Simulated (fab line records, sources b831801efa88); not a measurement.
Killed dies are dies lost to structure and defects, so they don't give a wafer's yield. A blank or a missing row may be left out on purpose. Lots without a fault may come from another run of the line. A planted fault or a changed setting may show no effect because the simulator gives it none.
Which tool did it? | flow gf180mcu | 13 lots, 35 wafers sampled, at 2 steps of a route of 602

WHAT THE GAUGES READ, wafer by wafer
GF_CONTACT_RS_MEAS_25: measures by four-point-probe. Usual: CONTACT_W_RS 0.385 ohm/sq, standard deviation 0.0057.
lot  | measured     | on            | CONTACT_W_RS (ohm/sq) | flag
L660 | day 16 03:13 | film_metro-02 | 0.393 0.388 0.393     |
L661 | day 16 07:46 | film_metro-03 | 0.391 0.396 0.388     |
L662 | day 16 21:37 | film_metro-04 | 0.382 0.383 0.383     |
L663 | day 17 03:28 | film_metro-02 | 0.383 0.386 0.388     |
L664 | day 17 09:37 | film_metro-03 | 0.386 0.388 0.386     |
L666 | day 18 04:01 | film_metro-02 | 0.389 0.384 0.390     |
L668 | day 19 01:10 | film_metro-04 | 0.384                 |
L669 | day 19 16:06 | film_metro-04 | 0.382                 |
L670 | day 19 23:41 | film_metro-02 | 0.383 0.380 0.380     |
L674 | day 21 11:58 | film_metro-04 | 0.380 0.379 0.377     |
L676 | day 22 01:17 | film_metro-02 | 0.386 0.385 0.394     |
L678 | day 22 18:40 | film_metro-03 | 0.378 0.377 0.381     |
L680 | day 23 11:10 | film_metro-02 | 0.387 0.382 0.383     |

WHICH TOOL RAN EACH LOT (tool, then ch and the chambers of the sampled wafers, then the start)
lot  | GF_CONTACT_SPUTTER_22
L660 | pvd_sputter-01, day 16 03:00
L661 | pvd_sputter-02, day 16 07:33
L662 | pvd_sputter-02, day 16 21:25
L663 | pvd_sputter-01, day 17 03:16
L664 | pvd_sputter-03, day 17 09:23
L666 | pvd_sputter-02, day 18 03:45
L668 | pvd_sputter-03, day 19 00:53
L669 | pvd_sputter-01, day 19 15:50
L670 | pvd_sputter-03, day 19 23:26
L674 | pvd_sputter-03, day 21 11:45
L676 | pvd_sputter-02, day 22 01:02
L678 | pvd_sputter-03, day 22 18:24
L680 | pvd_sputter-03, day 23 10:56
- GF_CONTACT_SPUTTER_22: material Ti, target thk 15 nm, time 80.02 s.

WHAT THE TOOLS THEMSELVES READ (means of the sampled wafers that have a number; where no wafer has one, the mark that the record gives instead)
GF_CONTACT_SPUTTER_22. Usual: throttle_valve_pct 30.7 %, standard deviation 1.2.
lot  | tool           | throttle_valve_pct (%) | flag
L660 | pvd_sputter-01 | 31.0                   |
L661 | pvd_sputter-02 | 31.5                   |
L662 | pvd_sputter-02 | 30.1                   |
L663 | pvd_sputter-01 | 30.0                   |
L664 | pvd_sputter-03 | 31.0                   |
L666 | pvd_sputter-02 | 31.0                   |
L668 | pvd_sputter-03 | 31.0                   |
L669 | pvd_sputter-01 | 30.6                   |
L670 | pvd_sputter-03 | 30.9                   |
L674 | pvd_sputter-03 | 31.1                   |
L676 | pvd_sputter-02 | 30.1                   |
L678 | pvd_sputter-03 | 31.1                   |
L680 | pvd_sputter-03 | 31.2                   |

THE ANSWER, worked out from the rows above alone
Rule: a lot is off if the mean of its wafers that have a number lies more than 3 standard deviations from the usual mean. A lot without any number at a reading at which 4 lots or more have one is off too. The other lots that the step has rows for count as sound. The gauges are gone through in route order, then the tools' own readings, and for those a lot's mean is taken as printed above. The first step at which some lot is off is used, and at that step the reading that is off furthest; a lot without a number counts as furthest.
No lot is off at any reading shown: from this, nothing can be told.

WHAT THE SIMULATOR HAD PUT IN
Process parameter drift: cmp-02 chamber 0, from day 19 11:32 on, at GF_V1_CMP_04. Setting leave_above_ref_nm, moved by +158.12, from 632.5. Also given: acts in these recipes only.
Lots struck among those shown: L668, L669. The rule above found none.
